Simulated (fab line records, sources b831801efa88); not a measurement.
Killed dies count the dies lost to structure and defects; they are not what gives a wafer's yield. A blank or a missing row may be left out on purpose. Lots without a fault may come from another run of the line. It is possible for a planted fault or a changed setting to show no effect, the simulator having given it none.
8D (eight disciplines) problem report, filled in by code :: flow gf180mcu :: the parts of the form that need people (team, actions taken, sign-off) are left out

1. PROBLEM STATEMENT
Wafers free of any fault read 0.0326 ohm/sq (standard deviation 0.00057) for TOP_METAL_ALCU_RS at GF_TOP_METAL_RS_MEAS_05, against a mean of 0.0864 ohm/sq on 2 wafers of 2 lots. Measured from the usual mean, that is +94 standard deviations.
The step: measures by four-point-probe.
The first sign was on wafer L562.1 at day 30 04:22, on film-metro-02. Wafers with a number at this step in the record: 30, from 10 lots. By rule, "out" or "out of limits" means more than 4 standard deviations away from the usual mean. Any other wafer with a number is counted as sound.

2. WHAT THIS IS AND IS NOT
question: which readings at this step
is: TOP_METAL_ALCU_RS
is not: -

question: which lots
is: L562, L563
is not: L553, L556, L557, L569, L571, L572, L575, L576

question: which wafers of those lots
is: L562.1, L563.6
is not: L562.2, L562.6, L563.1, L563.3

question: read on which gauges
is: film-metro-02
is not: film-metro-01, film-metro-04

question: when
is: from day 30 04:22
is not: up to then (11 sound wafers); but 17 sound wafers of L563, L569, L571, L572, L575, L576 came after

3. THE SUSPECTS, EACH WITH WHAT RULES IT OUT
Counting: a tool at a process step up to the reading stays a suspect if it ran every lot that is out. Sound lots after the first of them don't rule it out here, since some wafers of a struck lot are sound.
- the gauge at GF_TOP_METAL_RS_MEAS_05: ruled out. All the wafers that are out were read on film-metro-02, but those of them that GF_TOP_METAL_METAL_ETCH_16 has rows for are out there too, on other tools.
- pvd-sputter-01 at GF_TOP_METAL_SPUTTER_01 (material TiN, target thk 30 nm, time 25 s): kept. Ran every lot that is out, first one L562 (day 30 04:15); last sound lot up to then L557 (day 28 02:11).
- pvd-sputter-01 at GF_TOP_METAL_SPUTTER_02 (material AlCu, target thk 900 nm, time 47.82 s): kept. Ran every lot that is out, first one L562 (day 30 04:17); last sound lot up to then L557 (day 28 02:13).
What counting leaves: pvd-sputter-01 at GF_TOP_METAL_SPUTTER_01 and pvd-sputter-01 at GF_TOP_METAL_SPUTTER_02.

4. THE CAUSE (what the simulator had put in)
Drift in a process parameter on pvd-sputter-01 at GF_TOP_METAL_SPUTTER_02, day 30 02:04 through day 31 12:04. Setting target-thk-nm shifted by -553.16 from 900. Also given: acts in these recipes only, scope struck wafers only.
Of the 2 suspects that counting leaves, this tool is one.

5. THE EFFECT CHAIN, in route order
Each row: a reading whose mean over the struck wafers that have a number lies more than 3 standard deviations from the usual. Readings are gone through only where the record gives a usual standard deviation; hours: the median, over the lots, of the time from a lot's start at the first step in this table giving one to that lot's start at this step; sigmas: the change measured in usual standard deviations.
hours: 0
step: GF_TOP_METAL_RS_MEAS_05
reading: TOP_METAL_ALCU_RS
usual: 0.0326 ohm/sq
on struck wafers: 0.0864
change: +0.0539
sigmas: +94

hours: 0
step: GF_TOP_METAL_THK_MEAS_06
reading: TOP_METAL_ALCU_THK
usual: 910 nm
on struck wafers: 348
change: -562
sigmas: -37

hours: 18
step: GF_TOP_METAL_METAL_ETCH_16
reading: oes-product-au
usual: 0.968 a.u.
on struck wafers: 0.644
change: -0.324
sigmas: -32

hours: 18
step: GF_TOP_METAL_METAL_ETCH_16
reading: throttle-valve-pct
usual: 28.253 %
on struck wafers: 28.621
change: +0.368
sigmas: +28
Here are the process steps it includes:
- GF_TOP_METAL_METAL_ETCH_16: etches the open film in Cl2/BCl3, stops on SiO2, target depth 1077.5 nm, time 179.6 s.
Later steps that measure or inspect, where all struck wafers having a row at the step show a number for every such reading and not one has moved that far: GF_PASSIVATION_BOW_MEAS_14.

6. WHAT WOULD HAVE CAUGHT IT SOONER
2 hours passed between the start of the fault at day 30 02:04 and the first reading out of limits at a measuring or inspecting step in this record, taken at day 30 04:22.
An alarm limit of 4 standard deviations would not have fired on the tool readings at GF_TOP_METAL_SPUTTER_02 for which the record gives a usual standard deviation, since none of them was out on any struck wafer.
Among the 2 lots that are out, L563 began GF_TOP_METAL_SPUTTER_02 on pvd-sputter-01 after day 30 04:22. Putting the tool on hold at that point would have spared it.
